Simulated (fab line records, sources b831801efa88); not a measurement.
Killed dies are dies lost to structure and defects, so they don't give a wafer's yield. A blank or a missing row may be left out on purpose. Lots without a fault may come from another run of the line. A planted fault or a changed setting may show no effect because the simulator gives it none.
One fault seen from 2 desks | flow sfq_line | each desk has only its own numbers; what lay behind them comes last

THE METROLOGY DESK
What the gauges read, lot by lot, whatever tool the lot ran on: means of the sampled wafers that have a number. A lot is out of limits, marked OUT, if its mean lies more than 4 standard deviations from the usual mean; the brackets give that distance.
Columns: A = M6_OVL at SFQ_M6_OVL_MEAS_940, usual -2 nm
lot  | first seen here | A
L279 | day 66 02:21    | 5
L280 | day 66 09:34    | 1
L281 | day 66 13:10    | 5
L282 | day 73 02:32    | 7
L283 | day 75 21:17    | -10
L288 | day 80 12:17    | 0
L289 | day 80 20:40    | -2
L292 | day 81 07:28    | 0
L294 | day 81 19:28    | 0
L295 | day 81 23:04    | 6
L296 | day 82 00:16    | -6
L297 | day 82 04:19    | -2
L298 | day 82 10:19    | -0
L301 | day 82 18:43    | 0
This desk's finding: nothing out of limits on any of the 14 lots.

THE TOOL OWNER'S DESK: rie_diel-03
The tool's own readings at SFQ_TRILAYER_C5_ETCH_VIA_ETCH_154 (etches SiO2 in CHF3, stops on Nb, target depth 84 nm): means of the sampled wafers that have a number, for each lot that ran on this tool. A lot is out of limits, marked OUT, if its mean lies more than 4 standard deviations from the usual mean; the brackets give that distance.
Columns: A = chamber_pressure_mTorr at SFQ_TRILAYER_C5_ETCH_VIA_ETCH_154, usual 30.005 mTorr; B = drypump_motor_current_A at SFQ_TRILAYER_C5_ETCH_VIA_ETCH_154, usual 5.8 A; C = oes_product_au at SFQ_TRILAYER_C5_ETCH_VIA_ETCH_154, usual 0.898 a.u.; D = rf_fwd_power_W at SFQ_TRILAYER_C5_ETCH_VIA_ETCH_154, usual 496.5 W
lot  | first seen here | A      | B   | C     | D
L279 | day 61 23:27    | 30.014 | 6.1 | 0.893 | 495.3
L280 | day 62 07:28    | 30.007 | 6.5 | 0.896 | 495.5
L288 | day 77 03:12    | 30.017 | 6.0 | 0.913 | 470.6 (-13) OUT
L289 | day 77 07:04    | 30.013 | 6.0 | 0.898 | 469.3 (-14) OUT
L297 | day 78 06:33    | 29.996 | 6.4 | 0.901 | 496.4
This desk's finding: out of limits on L288, L289; first on L288, day 77 03:12 (rf_fwd_power_W at SFQ_TRILAYER_C5_ETCH_VIA_ETCH_154). In limits: L279, L280, L297.

PUT TOGETHER
The tool owner's desk could have raised an alarm at day 77 03:12, on L288, L289.
The metrology desk saw nothing out of limits.
The metrology desk has L288, L289 on record, within its limits.
Of the lots named, all ran SFQ_TRILAYER_C5_ETCH_VIA_ETCH_154 on rie_diel-03.

WHAT THE SIMULATOR HAD PUT IN
Process parameter drift: rie_diel-03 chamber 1, from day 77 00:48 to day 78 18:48, at SFQ_TRILAYER_C5_ETCH_VIA_ETCH_154. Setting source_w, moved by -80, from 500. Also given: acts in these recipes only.
Lots struck among those shown: L288, L289.
Hours from the fault's start to each desk's first reading out of limits: the tool owner's desk, 2.
